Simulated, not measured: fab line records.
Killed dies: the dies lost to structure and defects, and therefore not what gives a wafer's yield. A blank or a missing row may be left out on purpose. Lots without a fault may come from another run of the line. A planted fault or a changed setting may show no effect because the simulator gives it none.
Problem report in the 8D (eight disciplines) form, filled by code / flow sky130 / the parts of the form that need people (team, actions taken, sign-off) are left out

== 1. THE PROBLEM ==
At SKY_METAL5_SOFTBAKE_10, heaterPowerTotalW averages 58.49 W over 6 wafers from 2 lots, while fault-free wafers read 56.60 W, standard deviation 0.044. That puts it +43 standard deviations away from the usual mean.
The step: time 60 s.
The first sign was on wafer L346.1 at day 48 08:55, on lithoTrack-01. Wafers with a number at this step in the record: 18, from 6 lots. By rule, "out" or "out of limits" means more than 4 standard deviations away from the usual mean. The rest of the wafers with a number are treated as sound.

== 2. WHAT IT IS AND WHAT IT IS NOT ==
question=which readings at this step | is=heaterPowerTotalW, plateTempC | is not=chillPlateTempC, resistLineTempC
question=which lots | is=L346, L349 | is not=L335, L338, L353, L354
question=which wafers of those lots | is=all that have a number | is not=-
question=read on which tools | is=lithoTrack-01 | is not=lithoTrack-03, lithoTrack-04
question=when | is=from day 48 08:55 | is not=up to then (6 sound wafers); but 6 sound wafers of L353, L354 came after

== 3. WHAT RULES OUT EACH SUSPECT ==
Counting: a tool stays on the suspect list if, at a process step up to the reading, it processed all lots that are out and no sound lot following the first of them.
- cmp-02 at SKY_VIA4_CMP_21 (polishes, stops on SiO2, t overpolish 25 s, target thk 0 nm): kept. It processed each lot that is out, first L346 at day 48 00:25, and no sound lot thereafter; up to then, the last sound lot it processed was L338 at day 44 10:13.
- pvdSputter-01 at SKY_METAL5_SPUTTER_00 (material Ti, target thk 15 nm, time 10 s): kept. It processed each lot that is out, first L346 at day 48 00:37, and no sound lot thereafter; up to then, the last sound lot it processed was L338 at day 44 10:25.
- pvdSputter-01 at SKY_METAL5_SPUTTER_02 (material AlCu, target thk 1150 nm, time 61.2 s): kept. It processed each lot that is out, first L346 at day 48 00:40, and no sound lot thereafter; up to then, the last sound lot it processed was L338 at day 44 10:28.
- pvdSputter-01 at SKY_METAL5_SPUTTER_03 (material Ti, target thk 5 nm, time 3.3 s): kept. It processed each lot that is out, first L346 at day 48 00:43, and no sound lot thereafter; up to then, the last sound lot it processed was L338 at day 44 10:31.
- pvdSputter-01 at SKY_METAL5_SPUTTER_04 (material TiN, target thk 70 nm, time 58.3 s): kept. It processed each lot that is out, first L346 at day 48 00:43, and no sound lot thereafter; up to then, the last sound lot it processed was L338 at day 44 10:32.
- lithoTrack-01 at SKY_METAL5_SOFTBAKE_10 (time 60 s): kept. It processed each lot that is out, first L346 at day 48 08:55, and no sound lot thereafter; up to then, the last sound lot it processed was L335 at day 44 00:53. Its own heaterPowerTotalW, plateTempC readings are out on those wafers.
Left after counting: cmp-02 at SKY_VIA4_CMP_21, pvdSputter-01 at SKY_METAL5_SPUTTER_00, pvdSputter-01 at SKY_METAL5_SPUTTER_02, pvdSputter-01 at SKY_METAL5_SPUTTER_03, pvdSputter-01 at SKY_METAL5_SPUTTER_04, lithoTrack-01 at SKY_METAL5_SOFTBAKE_10.

== 4. THE CAUSE (what the simulator had put in) ==
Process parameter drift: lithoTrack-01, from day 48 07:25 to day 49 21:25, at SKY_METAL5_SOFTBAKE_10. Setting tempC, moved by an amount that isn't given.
Of the 6 suspects that counting leaves, this tool is one.

== 5. SEQUENCE OF EFFECTS, ordered by route ==
Each row: a reading where the mean over the struck wafers with a number is more than 3 standard deviations away from the usual. Only readings whose record carries a usual standard deviation are examined. hours: median over the lots of the time between each lot's start at the first step of this table that gives one and its start at this step. sigmas: the change, counted in usual standard deviations.
hours=0; step=SKY_METAL5_SOFTBAKE_10; reading=heaterPowerTotalW; usual=56.60 W; on struck wafers=58.49; change=+1.89; sigmas=+43
hours=0; step=SKY_METAL5_SOFTBAKE_10; reading=plateTempC; usual=89.99 C; on struck wafers=92.11; change=+2.12; sigmas=+16
The process steps in it:
- SKY_METAL5_SOFTBAKE_10: time 60 s.

== 6. HOW IT WOULD HAVE BEEN CAUGHT EARLIER ==
2 hours passed between the start of the fault at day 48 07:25 and the first reading out of limits in this record, taken at day 48 08:55.
